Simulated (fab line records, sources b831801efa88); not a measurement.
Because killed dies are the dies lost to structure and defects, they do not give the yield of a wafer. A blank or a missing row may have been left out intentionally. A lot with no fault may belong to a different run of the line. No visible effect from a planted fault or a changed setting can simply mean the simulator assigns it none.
fab line records -- flow sky130
record lots=6, wafers=18, last_day=50
route steps=708 shown METAL2@489 PAD_OPEN@708
lots that met no fault: from a run of the same line without faults
start_h: hours from the record's first day to the start of the lot's first wafer shown -- wait_h: hours from the lot's prior step to this one -- " same as the row above -- L1.1+2: a row that stands for several wafers -- - no value present, or no start provided -- * or withheld: withheld -- < > ~ a bound
route shown NAME@n: a module of which the file shows steps, and the number in the route of the first -- usual: average and standard deviation across the fault-free wafers -- same: alike in all rows -- chamber/n: place in a boat -- sites: each site's reading -- _std_site: how widely they spread, as a standard deviation -- _edge_site: mean of outer sites minus mean of inner sites -- radius_mm: for every site, how far away it sits from the centre of the wafer -- mask NAME#n: copy n -- behind: the tool/chamber that last shaped the wafer -- hold: what put the lot on hold/how long, in hours/how the hold closed -- device: whichever transistor did not switch (one of n, p or np) -- end of line: the route-end tests of the same wafers -- where a step has no rows: the recipe by itself -- killed: at the first sort, the dies lost to defects and structure; wafer yield is something else -- map: shows each die of a wafer: x if killed, . if not, _ if none is there
set.NAME: the run value of the setting; set.NAME@STEP: its run value at that earlier step -- model.NAME: the simulator's own value behind a step, which no gauge read
lots seen at some steps along the route; tables by step, rows by wafer
services: when a tool's chamber went out of use (start_h, in hours from the record's first day, below 0 if earlier), for how many hours, and the reason
## steps
# step SKY_METAL2_THK_MEAS_06
# recipe thk_meas_gauge=xrf, reads=AlCu_of_METAL2_SPUTTER_02
# usual METAL2_ALCU_THK=253/3.8
lot.wafer,tool,chamber,start_h,wait_h,METAL2_ALCU_THK[nm]
L521.1,film_metro-02,-,829.98,0.1,252
L521.2,film_metro-02,-,829.98,0.1,250
L521.3,film_metro-02,-,829.98,0.1,250
L520.1,film_metro-02,-,835.81,0.1,260
L520.4,film_metro-02,-,835.81,0.1,253
L520.6,film_metro-02,-,835.81,0.1,259
L525.1,film_metro-02,-,865.92,0.1,251
L525.2,film_metro-02,-,865.92,0.1,254
L525.5,film_metro-02,-,865.92,0.1,257
L531.1,film_metro-02,-,896.84,0.1,255
L531.3,film_metro-02,-,896.84,0.1,248
L531.6,film_metro-02,-,896.84,0.1,252
L535.3,film_metro-03,-,927.95,0.1,256
L535.5,film_metro-03,-,927.95,0.1,254
L535.6,film_metro-03,-,927.95,0.1,248
L540.2,film_metro-01,-,972.49,0.1,251
L540.3,film_metro-01,-,972.49,0.1,257
L540.4,film_metro-01,-,972.49,0.1,253
# step SKY_METAL2_DEHYDRATE_07
# recipe temp_c=200, time_s=60
# step SKY_METAL2_HMDS_08
# recipe prime_time_s=60, prime_temp_c=120
# step SKY_METAL2_COAT_09
# recipe resist=BARC, temp_c=withheld, time_s=withheld, spin_rpm=3000, resist_thk_nm=60
# step SKY_METAL2_COAT_10
# recipe resist=KrF-thick, spin_rpm=3000, resist_thk_nm=450
# step SKY_METAL2_SOFTBAKE_11
# recipe temp_c=100, time_s=90, resist=KrF-thick
# step SKY_METAL2_EXPOSE_12
# recipe mask_id=MM2, na=0.8, source_shape=annular, sigma_inner=0.55, sigma_outer=0.85, target_cd_nm=140, dose_mj=28
# step SKY_METAL2_PEB_13
# recipe peb_temp_c=withheld, peb_time_s=withheld, resist=KrF-thick
# step SKY_METAL2_DEVELOP_14
# recipe develop_time_s=60, resist=KrF-thick, dev_temp_c=21
# step SKY_METAL2_CD_MEAS_15
# recipe target_cd_nm=140
# usual cd_nm=139.4/1.7
lot.wafer,tool,chamber,start_h,wait_h,cd_nm
L521.1,cd_sem-01,-,856.30,-,139.5
L521.2,cd_sem-01,-,856.30,-,138.8
L521.3,cd_sem-01,-,856.30,-,138.3
L520.1,cd_sem-01,-,861.98,-,142.3
L520.4,cd_sem-01,-,861.98,-,143.2
L520.6,cd_sem-01,-,861.98,-,143.8
L525.1,cd_sem-02,-,891.46,-,137.0
L525.2,cd_sem-02,-,891.46,-,138.8
L525.5,cd_sem-02,-,891.46,-,138.2
L531.1,cd_sem-01,-,922.33,-,139.8
L531.3,cd_sem-01,-,922.33,-,139.0
L531.6,cd_sem-01,-,922.33,-,139.0
L535.3,cd_sem-02,-,952.25,-,139.6
L535.5,cd_sem-02,-,952.25,-,140.2
L535.6,cd_sem-02,-,952.25,-,138.3
L540.2,cd_sem-02,-,995.38,-,136.3
L540.3,cd_sem-02,-,995.38,-,136.8
L540.4,cd_sem-02,-,995.38,-,137.0
# step SKY_METAL2_OVL_MEAS_16
# usual METAL2_OVL=-2/4.9
lot.wafer,tool,chamber,start_h,wait_h,METAL2_OVL[nm]
L521.1,overlay-01,-,856.42,0.1,-2
L521.2,overlay-01,-,856.42,0.1,3
L521.3,overlay-01,-,856.42,0.1,-2
L520.1,overlay-02,-,862.10,0.1,-1
L520.4,overlay-02,-,862.10,0.1,5
L520.6,overlay-02,-,862.10,0.1,4
L525.1,overlay-02,-,891.58,0.1,-3
L525.2,overlay-02,-,891.58,0.1,-1
L525.5,overlay-02,-,891.58,0.1,3
L531.1,overlay-01,-,922.45,0.1,-9
L531.3,overlay-01,-,922.45,0.1,1
L531.6,overlay-01,-,922.45,0.1,-4
L535.3,overlay-02,-,952.34,0.1,-3
L535.5,overlay-02,-,952.34,0.1,-2
L535.6,overlay-02,-,952.34,0.1,1
L540.2,overlay-01,-,995.48,0.1,-7
L540.3,overlay-01,-,995.48,0.1,-8
L540.4,overlay-01,-,995.48,0.1,-13
# step SKY_METAL2_DESCUM_17
# recipe chemistry=O2, source_power_w=150, bias_power_w=0, pressure_mtorr=10, temp_c=40, time_s=8
# usual drypump_motor_current_A=5.7/0.53, oes_product_au=1.000/0.01
lot.wafer,tool,chamber,start_h,wait_h,drypump_motor_current_A,oes_product_au,rf_hours_counter_h
L521.1,rie_metal-01,1,856.46,0.0,5.1,0.982,14
L521.2,rie_metal-01,0,856.46,0.0,5.4,0.998,6
L521.3,rie_metal-01,0,856.46,0.0,5.4,0.995,-
L520.1,rie_metal-02,1,862.14,0.0,6.3,1.007,18
L520.4,rie_metal-02,0,862.14,0.0,6.5,1.007,-
L520.6,rie_metal-02,1,862.14,0.0,6.3,0.997,-
L525.1,rie_metal-01,1,891.61,0.0,5.1,0.985,15
L525.2,rie_metal-01,0,891.61,0.0,5.4,1.000,7
L525.5,rie_metal-01,1,891.61,0.0,5.1,0.978,-
L531.1,rie_metal-03,1,922.49,0.0,5.7,1.001,3
L531.3,rie_metal-03,1,922.49,0.0,5.7,1.004,-
L531.6,rie_metal-03,1,922.49,0.0,5.7,1.007,-
L535.3,rie_metal-01,0,952.37,0.0,5.4,0.990,-
L535.5,rie_metal-01,0,952.37,0.0,5.4,0.993,-
L535.6,rie_metal-01,1,952.37,0.0,5.1,0.982,-
L540.2,rie_metal-01,0,995.52,0.0,5.4,1.000,-
L540.3,rie_metal-01,0,995.52,0.0,5.4,1.001,-
L540.4,rie_metal-01,0,995.52,0.0,5.4,0.999,-
# step SKY_METAL2_ETCH_18
# recipe chemistry=N2/H2, target=BARC, ion_energy_ev=200, bias_w=100, pressure_mtorr=30, n2_flow_sccm=100, h2_flow_sccm=200, icp_w=500, stop_on=SiO2, time_s=45.9, target_depth_a=600
# usual drypump_motor_current_A=5.7/0.53, n2_flow_sccm=99.95/0.3, oes_product_au=0.854/0.0049, run_length_s=73.9/0.37, throttle_valve_pct=13.225/0.0089
lot.wafer,tool,chamber,start_h,wait_h,drypump_motor_current_A,n2_flow_sccm,oes_product_au,rf_hours_counter_h,run_length_s,throttle_valve_pct,model.KrF-thick_of_METAL2_COAT_10.thk_nm
L521.1,rie_metal-01,1,856.49,0.0,5.1,99.95,0.752,14,85.9,13.212,382.4
L521.2,rie_metal-01,0,856.49,0.0,5.4,100.75,0.753,6,85.8,13.210,381.9
L521.3,rie_metal-01,0,856.49,0.0,5.4,100.94,0.759,-,85.1,13.211,381.8
L520.1,rie_metal-02,1,862.17,0.0,6.3,99.85,0.856,18,73.2,13.221,392.4
L520.4,rie_metal-02,0,862.17,0.0,6.5,99.61,0.859,-,73.8,13.211,392.5
L520.6,rie_metal-02,1,862.17,0.0,6.3,100.40,0.858,-,73.8,13.230,392.3
L525.1,rie_metal-01,1,891.64,0.0,5.1,99.58,0.764,15,85.6,13.216,382.6
L525.2,rie_metal-01,0,891.64,0.0,5.4,99.82,0.759,7,85.3,13.216,382.4
L525.5,rie_metal-01,1,891.64,0.0,5.1,100.03,0.761,-,85.6,13.202,384.4
L531.1,rie_metal-03,1,922.52,0.0,5.7,99.99,0.849,3,74.0,13.238,389.7
L531.3,rie_metal-03,1,922.52,0.0,5.7,99.96,0.852,-,73.9,13.237,391.9
L531.6,rie_metal-03,1,922.52,0.0,5.7,100.08,0.850,-,74.6,13.218,391.7
L535.3,rie_metal-01,0,952.41,0.0,5.4,100.43,0.851,-,73.7,13.228,395.8
L535.5,rie_metal-01,0,952.41,0.0,5.4,100.41,0.849,-,73.8,13.235,393.4
L535.6,rie_metal-01,1,952.41,0.0,5.1,99.48,0.845,-,74.1,13.231,394.7
L540.2,rie_metal-01,0,995.60,0.1,5.4,99.76,0.856,-,73.9,13.216,389.6
L540.3,rie_metal-01,0,995.60,0.1,5.5,100.13,0.857,-,73.9,13.234,388.9
L540.4,rie_metal-01,0,995.60,0.1,5.4,99.70,0.860,-,73.9,13.214,390.3
# step SKY_METAL2_METAL_ETCH_19
# recipe target_depth_a=3600, stop_on=SiO2, over_etch_frac=0.3, time_s=78, chemistry=Cl2/BCl3, resist_sidewall_deg=88, pressure_mtorr=10, icp_w=900, bias_w=48.5, Cl2_flow_sccm=60, bcl3_flow_sccm=30
# usual bcl3_flow_sccm=30.00/0.084, drypump_motor_current_A=5.7/0.53, oes_product_au=0.855/0.0067, run_length_s=106.0/0.42, throttle_valve_pct=22.264/0.0093
lot.wafer,tool,chamber,start_h,wait_h,bcl3_flow_sccm,drypump_motor_current_A,oes_product_au,rf_hours_counter_h,run_length_s,throttle_valve_pct,model.KrF-thick_of_METAL2_COAT_10.thk_nm
L521.1,rie_metal-01,1,856.56,0.0,30.11,5.1,0.851,14,106.8,22.264,154.9
L521.2,rie_metal-01,0,856.56,0.0,30.06,5.4,0.850,6,105.8,22.246,149.5
L521.3,rie_metal-01,0,856.56,0.0,30.00,5.4,0.845,-,106.0,22.254,150.2
L520.1,rie_metal-02,1,862.23,0.0,29.91,6.3,0.863,18,105.5,22.261,158.5
L520.4,rie_metal-02,0,862.23,0.0,29.91,6.5,0.854,-,105.5,22.275,157.9
L520.6,rie_metal-02,1,862.23,0.0,29.98,6.3,0.854,-,105.3,22.273,157
L525.1,rie_metal-01,1,891.71,0.0,30.20,5.1,0.852,15,106.6,22.264,154.5
L525.2,rie_metal-01,0,891.71,0.0,29.92,5.4,0.859,7,105.7,22.260,148.2
L525.5,rie_metal-01,1,891.71,0.0,30.05,5.1,0.851,-,107.0,22.266,155
L531.1,rie_metal-03,1,922.58,0.0,29.86,5.7,0.857,3,106.3,22.276,151.7
L531.3,rie_metal-03,1,922.58,0.0,29.93,5.7,0.845,-,106.6,22.263,154.5
L531.6,rie_metal-03,1,922.58,0.0,29.97,5.7,0.856,-,106.1,22.265,156.1
L535.3,rie_metal-01,0,952.49,0.1,30.18,5.5,0.852,-,105.8,22.267,159.1
L535.5,rie_metal-01,0,952.49,0.1,30.04,5.4,0.859,-,105.9,22.249,156.2
L535.6,rie_metal-01,1,952.49,0.1,29.91,5.1,0.846,-,106.3,22.266,163.7
L540.2,rie_metal-01,0,995.73,0.1,30.02,5.4,0.850,-,105.7,22.267,155.9
L540.3,rie_metal-01,0,995.73,0.1,30.01,5.4,0.861,-,106.1,22.263,153.8
L540.4,rie_metal-01,0,995.73,0.1,29.85,5.4,0.859,-,106.2,22.261,155.9
# step SKY_METAL2_STRIP_20
# recipe chemistry=O2/N2, power_w=1400, pressure_mtorr=1500, platen_temp_c=withheld, o2_flow_sccm=3000, n2_flow_sccm=300, overash_fraction=0.5
# usual drypump_motor_current_A=5.9/0.49, n2_flow_sccm=300.1/0.91, oes_product_au=0.343/0.0049, strip_time_to_endpoint_s=2.69/0.048
lot.wafer,tool,chamber,start_h,wait_h,drypump_motor_current_A,n2_flow_sccm,oes_product_au,rf_hours_counter_h,strip_time_to_endpoint_s
L521.1,plasma_asher-03,0,856.65,0.1,6.3,300.2,0.342,102,2.63
L521.2,plasma_asher-03,1,856.65,0.1,5.7,298.6,0.342,102,2.60
L521.3,plasma_asher-03,1,856.65,0.1,5.7,298.1,0.340,-,2.59
L520.1,plasma_asher-02,0,862.32,0.1,5.9,300.7,0.338,10,2.69
L520.4,plasma_asher-02,0,862.32,0.1,5.9,300.6,0.348,-,2.69
L520.6,plasma_asher-02,1,862.32,0.1,5.6,300.8,0.341,-,2.69
L525.1,plasma_asher-03,1,891.80,0.1,5.7,300.2,0.338,105,2.65
L525.2,plasma_asher-03,0,891.80,0.1,6.3,300.7,0.344,105,2.57
L525.5,plasma_asher-03,0,891.80,0.1,6.3,300.1,0.344,-,2.63
L531.1,plasma_asher-04,0,922.67,0.1,5.3,299.7,0.338,78,2.61
L531.3,plasma_asher-04,1,922.67,0.1,6.6,300.6,0.344,-,2.64
L531.6,plasma_asher-04,1,922.67,0.1,6.6,300.6,0.347,-,2.66
L535.3,plasma_asher-04,0,952.58,0.1,5.3,300.6,0.341,-,2.72
L535.5,plasma_asher-04,1,952.58,0.1,6.6,299.8,0.344,-,2.67
L535.6,plasma_asher-04,0,952.58,0.1,5.3,300.3,0.341,-,2.75
L540.2,plasma_asher-03,0,995.88,0.1,6.3,301.0,0.349,115,2.66
L540.3,plasma_asher-03,0,995.88,0.1,6.3,300.0,0.339,-,2.64
L540.4,plasma_asher-03,1,995.88,0.1,5.7,299.3,0.342,-,2.64
# step SKY_PAD_OPEN_PROBE_99
# usual defect_limited_yield=82.6/1.7, killed_at_M0_to_M3=42/6.4, killed_at_M4_up=3.2/1.9, killed_at_contacts=24/4.8, killed_at_front_end=16/4.4, killed_at_other=0.3/0.55, killed_dies=86/8.6, killed_on_rim=17/3.5, killed_open=46/6.6, killed_short=39/5.7, sort_bin_3_pad_short=0.8/0.41, sort_bin_5_function=10.3/1.5, sort_bin_6_memory=6.3/1, sort_n_pass=406/8.6, sort_yield_pct=82.6/1.7
# same gross_dies=492, killed_at_back_side=0, sort_bin_4_leakage[%]=0, sort_bin_8_speed[%]=0
lot.wafer,tool,chamber,start_h,wait_h,defect_limited_yield[%],killed_at_M0_to_M3,killed_at_M4_up,killed_at_contacts,killed_at_front_end,killed_at_other,killed_dies,killed_on_rim,killed_open,killed_short,sort_bin_3_pad_short[%],sort_bin_5_function[%],sort_bin_6_memory[%],sort_n_pass,sort_yield_pct[%]
L520.1,prober-02,-,1105.95,0.1,82.7,39,4,25,16,1,85,9,50,34,0.6,10.4,6.3,407,82.7
L520.4,prober-02,-,1106.10,0.2,83.7,41,1,16,22,0,80,17,38,42,0.6,10.6,5.1,412,83.7
L520.6,prober-02,-,1106.20,0.2,80.5,46,6,21,22,1,96,15,37,59,1.2,10.6,7.7,396,80.5
L525.1,prober-02,-,1130.70,0.1,79.5,55,3,30,13,0,101,20,57,44,0.4,11.0,9.1,391,79.5
L525.2,prober-02,-,1130.75,0.1,82.7,38,0,28,19,0,85,15,49,35,1.2,10.0,6.1,407,82.7
L525.5,prober-02,-,1130.90,0.2,83.9,42,2,21,13,1,79,13,45,33,0.4,11.2,4.5,413,83.9
L535.3,prober-02,-,1174.39,0.2,81.5,39,5,25,21,1,91,20,48,40,0.6,10.8,7.1,401,81.5
L535.5,prober-02,-,1174.49,0.2,83.3,41,2,21,18,0,82,25,42,40,0.8,11.4,4.5,410,83.3
L535.6,prober-02,-,1174.54,0.2,81.9,49,3,19,18,0,89,14,48,41,1.2,10.2,6.7,403,81.9
# killed by level:class
L520.1 VIA1:geometric_particle:open=11 LI_CONTACT:geometric_particle:open=7 FIELD_ISO:geometric_particle:open=6 CONTACT:geometric_particle:open=6 VIA3:geometric_particle:open=6 FIELD_ISO:geometric_particle:short=5 CONTACT:geometric_particle:short=5 METAL1:geometric_particle:short=5
L520.4 VIA1:geometric_particle:open=9 METAL1:geometric_particle:short=8 CONTACT:geometric_particle:open=7 VIA2:geometric_particle:open=6 FIELD_ISO:geometric_particle:short=5 FIELD_ISO:geometric_particle:open=4 POLY_GATE:geometric_particle:open=4 POLY_GATE:geometric_particle:short=4
L520.6 METAL1:geometric_particle:short=12 CONTACT:geometric_particle:short=8 VIA1:geometric_particle:open=7 FIELD_ISO:geometric_particle:short=6 FIELD_ISO:geometric_particle:open=6 CONTACT:geometric_particle:open=6 VIA3:geometric_particle:open=6 VIA1:geometric_particle:short=5
L525.1 VIA1:geometric_particle:open=11 CONTACT:geometric_particle:open=9 METAL1:geometric_particle:short=9 VIA2:geometric_particle:open=8 VIA3:geometric_particle:open=8 LI_CONTACT:geometric_particle:short=7 LI_CONTACT:geometric_particle:open=6 CONTACT:geometric_particle:short=5
L525.2 VIA1:geometric_particle:open=13 CONTACT:geometric_particle:open=9 CONTACT:geometric_particle:short=6 LI_CONTACT:geometric_particle:open=6 METAL2:geometric_particle:short=5 VIA2:geometric_particle:open=5 FIELD_ISO:geometric_particle:short=4 POLY_GATE:geometric_particle:open=4
L525.5 VIA1:geometric_particle:open=11 CONTACT:geometric_particle:open=8 METAL1:geometric_particle:short=7 VIA3:geometric_particle:open=7 LI_CONTACT:geometric_particle:open=6 VIA2:geometric_particle:open=5 VIA1:geometric_particle:short=4 METAL2:geometric_particle:short=4
L535.3 CONTACT:geometric_particle:open=9 VIA1:geometric_particle:open=9 VIA3:geometric_particle:open=8 FIELD_ISO:geometric_particle:short=6 LI_CONTACT:geometric_particle:open=6 METAL2:geometric_particle:short=5 VIA2:geometric_particle:open=5 FIELD_ISO:geometric_particle:open=4
L535.5 VIA1:geometric_particle:open=8 LI_CONTACT:geometric_particle:open=7 VIA1:geometric_particle:short=7 VIA2:geometric_particle:open=7 VIA3:geometric_particle:open=6 POLY_GATE:geometric_particle:short=5 POLY_GATE:geometric_particle:open=5 FIELD_ISO:geometric_particle:short=4
L535.6 VIA1:geometric_particle:open=12 CONTACT:geometric_particle:open=8 METAL2:geometric_particle:short=7 VIA3:geometric_particle:open=7 METAL1:geometric_particle:short=6 VIA2:geometric_particle:open=6 LI_CONTACT:geometric_particle:open=5 FIELD_ISO:geometric_particle:short=4
## services
tool,chamber,start_h,hours,kind
rie_metal-03,1,840.72,-,clean
rie_metal-03,1,840.72,20.7,scheduled_down
rie_metal-03,1,840.72,20.7,vent_cycle
plasma_asher-03,-,872.48,0.4,repair
rie_metal-01,0,873.71,8.3,repair
rie_metal-02,1,883.02,-,clean
rie_metal-02,1,883.02,17.7,scheduled_down
rie_metal-02,1,883.02,17.7,vent_cycle
rie_metal-01,0,892.26,5.2,repair
rie_metal-03,-,901.08,0.5,repair
plasma_asher-02,-,902.56,6.1,repair
rie_metal-02,0,915.39,-,clean
rie_metal-02,0,915.39,32.9,scheduled_down
rie_metal-02,0,915.39,32.9,vent_cycle
rie_metal-03,0,933.68,112.1,repair
rie_metal-01,1,983.47,-,clean
rie_metal-01,1,983.47,28.0,scheduled_down
rie_metal-01,1,983.47,28.0,vent_cycle
## key
first_sign step=SKY_METAL2_ETCH_18, reading=run_length_s, direction=up, sigmas=31, usual=*, struck=*
effect step=SKY_METAL2_ETCH_18, reading=oes_product_au, direction=down, sigmas=20, usual=0.854, struck=0.758
model_effect step=SKY_METAL2_ETCH_18, value=KrF-thick_of_METAL2_COAT_10.thk_nm, without=393.4, struck=382.6
model_effect step=SKY_METAL2_METAL_ETCH_19, value=KrF-thick_of_METAL2_COAT_10.thk_nm, without=162.9, struck=152.1
met_at SKY_METAL2_ETCH_18
struck_wafers L521.1,L521.2,L521.3,L525.1,L525.2,L525.5
fault kind=process_parameter_drift, tool=rie_metal-01, chamber=-, onset_h=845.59, steps=SKY_METAL2_ETCH_18, channel=time_s, offset=*, shape=step, end_h=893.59, acts_in=*, stated=*
